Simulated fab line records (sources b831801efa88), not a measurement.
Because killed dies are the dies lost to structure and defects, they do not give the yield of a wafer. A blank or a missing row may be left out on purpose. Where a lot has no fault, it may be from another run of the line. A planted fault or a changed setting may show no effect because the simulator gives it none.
What tool caused it? + flow sky130 + 36 wafers from 12 lots sampled at 3 of the route's 708 steps

== WHAT THE GAUGES SHOWED, per wafer ==
SKY_VIA1_CD_MEAS_12: the cd target is 150 nm.
| lot  | measured     | on       | cdNm (nm)         |
|------|--------------|----------|-------------------|
| L875 | day 33 20:55 | cdSem-01 | 148.0 148.1 146.7 |
| L877 | day 34 22:00 | cdSem-02 | 152.1 151.1 151.2 |
| L882 | day 36 11:29 | cdSem-02 | 151.4 151.9 153.6 |
| L880 | day 36 12:58 | cdSem-01 | 152.0 151.4 151.5 |
| L883 | day 36 14:55 | cdSem-02 | 147.4 146.2 146.1 |
| L884 | day 36 20:31 | cdSem-01 | 149.7 149.4 149.2 |
| L890 | day 38 11:58 | cdSem-01 | 150.1 149.1 148.3 |
| L893 | day 39 14:25 | cdSem-02 | 152.0 152.5 152.9 |
| L894 | day 39 19:26 | cdSem-01 | 150.2 151.4 149.4 |
| L895 | day 39 22:28 | cdSem-02 | 148.9 150.1 148.8 |
| L896 | day 40 02:57 | cdSem-01 | 151.4 150.8 149.9 |
| L897 | day 40 11:56 | cdSem-01 | 149.8 150.4 151.8 |

SKY_VIA1_THK_MEAS_23: measures by xrf.
| lot  | measured     | on           | VIA1_W_THK (nm) |
|------|--------------|--------------|-----------------|
| L875 | day 33 22:05 | filmMetro-04 | 277 275 276     |
| L877 | day 34 23:07 | filmMetro-01 | 270 278 272     |
| L882 | day 36 12:36 | filmMetro-04 | 273 271 275     |
| L880 | day 36 14:07 | filmMetro-03 | 269 275 276     |
| L883 | day 36 16:02 | filmMetro-01 | 272 275 275     |
| L884 | day 36 21:41 | filmMetro-01 | 272 275 271     |
| L890 | day 38 13:29 | filmMetro-01 | 271 272 271     |
| L893 | day 39 15:35 | filmMetro-01 | 264 269 269     |
| L894 | day 39 20:37 | filmMetro-04 | 270 271 268     |
| L895 | day 39 23:34 | filmMetro-03 | 264 272 268     |
| L896 | day 40 04:06 | filmMetro-03 | 271 270 269     |
| L897 | day 40 13:08 | filmMetro-04 | 267 266 267     |

== WHAT TOOL EACH LOT RAN ON (gives the tool, then ch and the chambers of the sampled wafers, and finally the start) ==
| lot  | SKY_LI_CONTACT_SPUTTER_20   |
|------|-----------------------------|
| L875 | pvdSputter-01, day 29 02:35 |
| L877 | pvdSputter-01, day 30 05:00 |
| L882 | pvdSputter-01, day 31 19:00 |
| L880 | pvdSputter-01, day 31 19:44 |
| L883 | pvdSputter-03, day 31 23:04 |
| L884 | pvdSputter-03, day 32 04:35 |
| L890 | pvdSputter-04, day 33 22:22 |
| L893 | pvdSputter-03, day 35 01:00 |
| L894 | pvdSputter-01, day 35 09:11 |
| L895 | pvdSputter-04, day 35 12:08 |
| L896 | pvdSputter-03, day 35 16:48 |
| L897 | pvdSputter-04, day 36 00:33 |
- SKY_LI_CONTACT_SPUTTER_20: material TiN, target thk 20 nm, time 80 s.

== AS READ BY THE TOOLS THEMSELVES (means over the sampled wafers that have a number; for cases with no such wafer, the mark the record gives instead) ==
SKY_LI_CONTACT_SPUTTER_20.
| lot  | tool          | cathodeDcPowerW (W) | chamberPressurePa (Pa) | throttleValvePct (%) |
|------|---------------|---------------------|------------------------|----------------------|
| L875 | pvdSputter-01 | 3999.8              | 4.998                  | 29.9                 |
| L877 | pvdSputter-01 | 3999.5              | 4.988                  | 30.2                 |
| L882 | pvdSputter-01 | 3999.5              | 4.999                  | 30.0                 |
| L880 | pvdSputter-01 | 4000.4              | 4.999                  | 29.8                 |
| L883 | pvdSputter-03 | 4000.6              | 4.989                  | 30.5                 |
| L884 | pvdSputter-03 | 4000.7              | 5.003                  | 30.4                 |
| L890 | pvdSputter-04 | 3999.8              | 4.999                  | 30.0                 |
| L893 | pvdSputter-03 | 3999.8              | 4.999                  | 30.7                 |
| L894 | pvdSputter-01 | 4000.3              | 4.989                  | 30.0                 |
| L895 | pvdSputter-04 | 4000.7              | 5.006                  | 29.8                 |
| L896 | pvdSputter-03 | 4000.2              | 5.006                  | 30.6                 |
| L897 | pvdSputter-04 | 3999.9              | 4.995                  | 30.1                 |

== THE ANSWER, worked out from the rows above alone ==
Rule: what is usual is taken from the lots themselves. Put in order of their means at a reading, lots are off if they are a third of the lots or fewer, leave a main group of 4 or more, and stand apart from it by a gap of 3 or more times the standard deviation of the main group's means; of several such gaps the widest counts. If all means in a main group match to the digits the tables above print for the reading, that group is not used. Also off: a lot with no number at a reading for which 4 or more lots have one. Any other lot the step has rows for is counted as sound. Order of review: gauges by route order, followed by the tools' own readings, for which a lot's mean as printed above is used. At the first step where some lot is off, the reading lying furthest off is the one used; lots without a number count as furthest.
None of the lots is off at any reading shown; this tells nothing.

== WHAT HAD BEEN PUT IN BY THE SIMULATOR ==
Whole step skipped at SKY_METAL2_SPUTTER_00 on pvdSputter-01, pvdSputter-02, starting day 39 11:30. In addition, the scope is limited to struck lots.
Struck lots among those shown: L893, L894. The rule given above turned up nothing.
